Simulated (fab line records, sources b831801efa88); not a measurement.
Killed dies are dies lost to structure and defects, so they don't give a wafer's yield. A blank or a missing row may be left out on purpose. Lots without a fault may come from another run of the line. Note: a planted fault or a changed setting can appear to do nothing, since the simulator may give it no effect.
Chamber matching -- flow gf180mcu -- GF_V2_ETCH_16 on rieDiel-03: 4 sister chambers
The step etches BARC in N2/H2. 8 wafers are shown with their chamber, then 11 later ones without.

WAFERS PAIRED WITH THEIR CHAMBERS
wafer,chamber,drypumpMotorCurrentA (A),throttleValvePct (%)
L079.4,0,5.7,13.243
L083.1,0,5.7,13.235
L083.5,1,5.4,13.212
L084.5,1,5.4,13.224
L087.1,3,6.1,13.224
L087.3,2,5.3,13.225
L087.6,2,5.3,13.222
L090.1,3,6.2,13.235

WAFERS MISSING THEIR CHAMBER
wafer,drypumpMotorCurrentA (A),throttleValvePct (%)
L090.3,5.4,13.229
L090.6,5.3,13.236
L091.1,5.7,13.248
L091.4,5.3,13.225
L091.5,5.4,13.237
L093.3,5.7,13.223
L093.4,5.7,13.217
L093.5,5.3,13.222
L096.1,6.1,13.235
L096.3,5.7,13.227
L096.6,5.7,13.219

EACH ONE'S CHAMBER
wafer,from the rows above,in truth
L090.3,can't be placed: 1 or 2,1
L090.6,2,2
L091.1,0,0
L091.4,2,2
L091.5,can't be placed: 1 or 2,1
L093.3,0,0
L093.4,0,0
L093.5,2,2
L096.1,3,3
L096.3,0,0
L096.6,0,0
Correctly placed: 9 of 11. These rows do not allow placing 2 (true chamber among the candidates in 2). Placed wrongly: 0.
How it was worked out, from the rows above alone: a wafer's distance from a chamber is the root of the sum, over the readings, of the square of ((its reading less the chamber's mean) divided by the reading's scatter). The wafer belongs to the nearest chamber; if the next one is less than 2 further off, it can't be placed. The mean given for a chamber averages the wafers shown for that chamber. How the scatter is found: for the shown wafers, subtract from each reading the mean of its chamber, square and add these, divide the total by (wafers less chambers), then take the root.
